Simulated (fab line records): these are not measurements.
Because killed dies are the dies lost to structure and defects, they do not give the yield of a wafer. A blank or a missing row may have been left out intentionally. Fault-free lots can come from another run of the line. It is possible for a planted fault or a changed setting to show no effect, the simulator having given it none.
A single fault, viewed from 2 desks | flow gf180mcu | each desk holds nothing but its own numbers, with what lay behind them at the end

## METROLOGY DESK
What the gauges read for every lot (on any tool): the sampled wafers with a number, averaged. A lot is out of limits, marked OUT, if its mean lies more than 4 standard deviations from the usual mean; the brackets give that distance.
Columns: A = HV_LDD_OVL at GF_HV_LDD_OVL_MEAS_08, usual -0.1 nm; B = HV_LDD_3_TW at GF_HV_LDD_TW_MEAS_38, usual 1419; C = HV_LDD_4_TW at GF_HV_LDD_TW_MEAS_50, usual 561.1; D = HV_LDD_RS at GF_HV_LDD_RS_MEAS_53, usual 418.1 ohm/sq
lot  | first seen here | A    | B               | C     | D
L618 | day 10 16:02    | -0.7 | 1427            | 563.1 | 418.1
L619 | day 10 19:28    | -1.7 | 1428            | 561.7 | 418.1
L620 | day 11 05:31    | -0.4 | 1408            | 557.8 | 418.8
L622 | day 11 23:07    | 1.0  | 1461 (+5.2) OUT | 562.2 | 411.2 (-7.3) OUT
L625 | day 12 18:07    | 0.8  | 1409            | 560.7 | 418.1
L626 | day 12 23:46    | -1.1 | 1447            | 558.8 | 411.5 (-7.0) OUT
L627 | day 13 08:52    | -0.9 | 1449            | 562.1 | 411.0 (-7.4) OUT
L632 | day 15 02:31    | 1.1  | 1410            | 560.9 | 418.7
L634 | day 15 12:16    | -0.6 | 1417            | 566.2 | 418.1
L635 | day 15 18:31    | -0.2 | 1422            | 558.9 | 418.4
L636 | day 16 06:43    | 0.3  | 1430            | 563.6 | 417.3
L637 | day 16 12:46    | -2.6 | 1429            | 566.7 | 418.1
L638 | day 16 16:56    | -0.5 | 1419            | 559.5 | 418.9
This desk finds L622, L626, L627 out of limits, with the earliest case on L622 at day 13 15:52 (HV_LDD_3_TW at GF_HV_LDD_TW_MEAS_38). L618, L619, L620, L625, L632, L634, L635, L636, L637, L638 stayed within limits.

## DESK OF THE TOOL OWNER: implanter-01
The tool's own readings at GF_HV_LDD_IMPLANT_35, given as means over the sampled wafers that have a number, one for each lot that went through this tool. A lot is out of limits, marked OUT, if its mean lies more than 4 standard deviations from the usual mean; the brackets give that distance.
Columns: A = dose_ions_cm2 at GF_HV_LDD_IMPLANT_35, usual 7.503e+12; B = faraday_current_uA at GF_HV_LDD_IMPLANT_35, usual 42.4
lot  | first seen here | A                           | B
L618 | day 12 06:41    | 7.510e+12                   | 42.7
L619 | day 12 09:54    | 7.494e+12                   | 42.6
L622 | day 13 15:28    | 1.010e+13 (+99 or more) OUT | 58.1 (+18) OUT
L626 | day 14 17:15    | 1.011e+13 (+99 or more) OUT | 57.5 (+18) OUT
L627 | day 15 01:37    | 1.011e+13 (+99 or more) OUT | 58.7 (+19) OUT
L634 | day 17 08:45    | 7.496e+12                   | 42.5
This desk finds L622, L626, L627 out of limits, L622 being first, at day 13 15:28 (dose_ions_cm2 at GF_HV_LDD_IMPLANT_35). L618, L619, L634 stayed within limits.

## BROUGHT TOGETHER
An alarm could have come from the tool owner's desk at day 13 15:28, on L622, L626, L627.
L622, L626, L627 would have let the metrology desk raise an alarm at day 13 15:52.
On implanter-01, each named lot ran GF_HV_LDD_IMPLANT_35.

## WHAT THE SIMULATOR PUT IN
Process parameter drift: implanter-01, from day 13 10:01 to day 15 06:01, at GF_HV_LDD_IMPLANT_35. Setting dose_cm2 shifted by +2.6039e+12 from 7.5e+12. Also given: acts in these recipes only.
Shown lots that were struck: L622, L626, L627.
Hours from the fault's start to each desk's first reading out of limits: the tool owner's desk, 5; the metrology desk, 6.
